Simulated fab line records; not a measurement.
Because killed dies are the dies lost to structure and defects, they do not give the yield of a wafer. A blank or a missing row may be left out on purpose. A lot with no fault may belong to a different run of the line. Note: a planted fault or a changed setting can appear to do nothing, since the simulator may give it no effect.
Which tool was responsible? + flow gf180mcu + Sampling: 7 lots, 21 wafers, 2 of 602 route steps

WHAT EACH GAUGE READ, for each wafer
GF_VT_IMPLANT_TW_MEAS_21.
| lot  | measured     | on            | VT_IMPLANT_2_TW |
|------|--------------|---------------|-----------------|
| L992 | day 6 12:10  | film metro-04 | 1199 1194 1199  |
| L994 | day 7 00:55  | film metro-04 | 1193 1202 1204  |
| L996 | day 7 12:47  | film metro-04 | 1196 1198 1193  |
| L100 | day 8 14:13  | film metro-02 | 1220 1218 1222  |
| L108 | day 10 17:25 | film metro-03 | 579 581 577     |
| L111 | day 11 12:28 | film metro-03 | 1219 1218 1215  |
| L114 | day 12 08:49 | film metro-02 | 1213 1216 1219  |

EACH LOT AND THE TOOL THAT RAN IT (in order: tool; ch and the chambers of the sampled wafers; start)
| lot  | GF_VT_IMPLANT_IMPLANT_19        |
|------|---------------------------------|
| L992 | implanter-04 ch 0, day 6 11:55  |
| L994 | implanter-01 ch 0, day 7 00:40  |
| L996 | implanter-01 ch 0, day 7 12:34  |
| L100 | implanter-04 ch 0, day 8 13:58  |
| L108 | implanter-04 ch 0, day 10 17:11 |
| L111 | implanter-01 ch 0, day 11 12:13 |
| L114 | implanter-01 ch 0, day 12 08:34 |
- GF_VT_IMPLANT_IMPLANT_19

THE ANSWER, worked out from the rows above alone
Rule: what is usual is taken from the lots themselves. The widest of any qualifying gaps counts: lots, ordered by their means at a reading, are off when they make up no more than a third of the lots, leave a main group of 4 or more, and stand apart from it by 3 or more times the standard deviation of that group's means. A main group is skipped when, at the precision printed for the reading in the tables above, its means are all equal. Also off: a lot with no number at a reading for which 4 or more lots have one. Any other lot the step has rows for is counted as sound.
Off: L108, at GF_VT_IMPLANT_TW_MEAS_21 (VT_IMPLANT_2_TW). Main group: mean 1208, sd 10.
A tool fits if, at a process step before that reading, it ran every lot that is off, and no sound lot after the first of them. Gauges at GF_VT_IMPLANT_TW_MEAS_21: tried the same way as those tools. One candidate fits, namely implanter-04 at GF_VT_IMPLANT_IMPLANT_19. A fault onset in the window from L100 (day 8 13:58, its last sound lot) to L108 (day 10 17:11, its first lot off) fits.

WHAT THE SIMULATOR HAD INSERTED
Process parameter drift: implanter-04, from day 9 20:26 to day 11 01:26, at GF_VT_IMPLANT_IMPLANT_19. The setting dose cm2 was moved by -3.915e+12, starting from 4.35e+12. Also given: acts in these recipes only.
Struck lots among those shown: L108. The same result came from the rule above.
